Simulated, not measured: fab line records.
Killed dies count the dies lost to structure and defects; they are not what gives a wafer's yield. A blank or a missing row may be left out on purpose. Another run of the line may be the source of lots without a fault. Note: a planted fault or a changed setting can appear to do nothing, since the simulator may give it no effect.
Which tool was responsible? + flow gf180mcu + 14 lots with 42 wafers sampled at 4 steps, on a route of 602 steps

== WHAT EACH GAUGE READ, for each wafer ==
GF_V5_THK_MEAS_01. Usual: V5_CVD_00_THK 299 nm, standard deviation 4.4.
| lot  | measured     | on            | V5_CVD_00_THK (nm) | flag |
|------|--------------|---------------|--------------------|------|
| L341 | day 26 05:58 | film_metro-03 | 296 297 300        |      |
| L342 | day 26 15:07 | film_metro-02 | 298 301 295        |      |
| L343 | day 27 05:34 | film_metro-04 | 301 296 299        |      |
| L344 | day 27 08:18 | film_metro-02 | 299 302 298        |      |
| L345 | day 27 22:32 | film_metro-02 | 297 291 308        |      |
| L348 | day 28 18:47 | film_metro-04 | 309 293 300        |      |
| L349 | day 28 21:18 | film_metro-02 | 302 289 290        |      |
| L351 | day 29 14:50 | film_metro-04 | 302 305 300        |      |
| L353 | day 30 07:50 | film_metro-04 | 299 298 300        |      |
| L356 | day 30 22:53 | film_metro-04 | 293 300 292        |      |
| L357 | day 31 06:43 | film_metro-02 | 303 301 297        |      |
| L362 | day 32 10:42 | film_metro-04 | 301 300 299        |      |
| L363 | day 32 11:56 | film_metro-03 | 299 306 303        |      |
| L364 | day 32 22:27 | film_metro-04 | 294 298 301        |      |

GF_V5_CD_MEAS_14: target cd 260 nm. Usual: cd_nm at 260.1 nm, with a standard deviation of 1.4.
| lot  | measured     | on        | cd_nm (nm)        | flag |
|------|--------------|-----------|-------------------|------|
| L341 | day 27 03:22 | cd_sem-02 | 260.9 260.4 260.3 |      |
| L342 | day 27 11:47 | cd_sem-01 | 260.3 259.4 259.6 |      |
| L343 | day 28 01:57 | cd_sem-02 | 262.4 260.6 260.0 |      |
| L344 | day 28 04:36 | cd_sem-02 | 259.9 260.0 260.1 |      |
| L345 | day 28 18:10 | cd_sem-01 | 259.7 258.1 258.6 |      |
| L348 | day 29 14:22 | cd_sem-02 | 259.4 258.7 258.6 |      |
| L349 | day 29 16:36 | cd_sem-02 | 262.0 261.4 262.4 |      |
| L351 | day 30 09:05 | cd_sem-02 | 258.7 259.3 259.3 |      |
| L353 | day 31 02:48 | cd_sem-02 | 261.8 262.5 261.9 |      |
| L356 | day 31 17:25 | cd_sem-02 | 260.1 259.3 258.9 |      |
| L357 | day 32 00:29 | cd_sem-02 | 257.9 257.7 258.0 |      |
| L362 | day 33 03:50 | cd_sem-01 | 258.7 259.7 259.3 |      |
| L363 | day 33 04:50 | cd_sem-01 | 261.3 261.4 260.6 |      |
| L364 | day 33 14:13 | cd_sem-01 | 257.9 258.6 258.3 |      |

GF_V5_OVL_MEAS_15. Usual: V5_OVL 4 nm, standard deviation 5.
| lot  | measured     | on         | V5_OVL (nm) | flag |
|------|--------------|------------|-------------|------|
| L341 | day 27 03:28 | overlay-01 | 11 8 6      |      |
| L342 | day 27 11:53 | overlay-02 | -3 0 0      |      |
| L343 | day 28 02:03 | overlay-01 | 7 6 8       |      |
| L344 | day 28 04:43 | overlay-02 | 7 12 8      |      |
| L345 | day 28 18:14 | overlay-01 | 5 8 1       |      |
| L348 | day 29 14:28 | overlay-01 | -3 -2 4     |      |
| L349 | day 29 16:43 | overlay-02 | 8 2 2       |      |
| L351 | day 30 09:11 | overlay-02 | 5 5 4       |      |
| L353 | day 31 02:55 | overlay-02 | -1 -1 -8    |      |
| L356 | day 31 17:31 | overlay-02 | 7 5 -1      |      |
| L357 | day 32 00:37 | overlay-01 | 6 1 6       |      |
| L362 | day 33 03:58 | overlay-02 | 0 8 3       |      |
| L363 | day 33 04:58 | overlay-02 | 7 5 9       |      |
| L364 | day 33 14:19 | overlay-01 | -5 7 -4     |      |

== EACH LOT AND THE TOOL THAT RAN IT (in order: tool; ch and the chambers of the sampled wafers; start) ==
| lot  | GF_V3_CVD_00                     |
|------|----------------------------------|
| L341 | hdpcvd-01 ch 0,2, day 21 07:27   |
| L342 | hdpcvd-01 ch 0,1,2, day 21 18:24 |
| L343 | hdpcvd-01 ch 1,2, day 22 08:47   |
| L344 | hdpcvd-01 ch 0,2, day 22 12:20   |
| L345 | hdpcvd-01 ch 0,1,2, day 23 03:59 |
| L348 | hdpcvd-01 ch 1,2, day 24 04:30   |
| L349 | hdpcvd-02 ch 0,2, day 24 08:04   |
| L351 | hdpcvd-02 ch 0,1,2, day 25 02:30 |
| L353 | hdpcvd-01 ch 0,1,2, day 25 22:47 |
| L356 | hdpcvd-01 ch 0,1,2, day 26 15:40 |
| L357 | hdpcvd-01 ch 0,1,2, day 27 00:16 |
| L362 | hdpcvd-01 ch 0,1,2, day 28 08:42 |
| L363 | hdpcvd-02 ch 0,1,2, day 28 11:29 |
| L364 | hdpcvd-01 ch 0,2, day 28 22:03   |
- GF_V3_CVD_00: deposits SiO2, target thk 600 nm, time 100 s.

== AS READ BY THE TOOLS THEMSELVES (means over the sampled wafers that have a number; for cases with no such wafer, the mark the record gives instead) ==
The record holds no such reading with a usual standard deviation.

== THE ANSWER, worked out from the rows above alone ==
Rule: a lot counts as off when the mean over its wafers that have a number is more than 3 standard deviations away from the usual mean. A lot without any number at a reading at which 4 lots or more have one is off too. Where the step has rows for the other lots, those lots are counted as sound. The gauges are gone through in route order, then the tools' own readings, and for those a lot's mean is taken as printed above. At the first step where some lot is off, the reading lying furthest off is the one used; lots without a number count as furthest.
No lot is off at any reading shown: from this, nothing can be told.

== WHAT THE SIMULATOR HAD INSERTED ==
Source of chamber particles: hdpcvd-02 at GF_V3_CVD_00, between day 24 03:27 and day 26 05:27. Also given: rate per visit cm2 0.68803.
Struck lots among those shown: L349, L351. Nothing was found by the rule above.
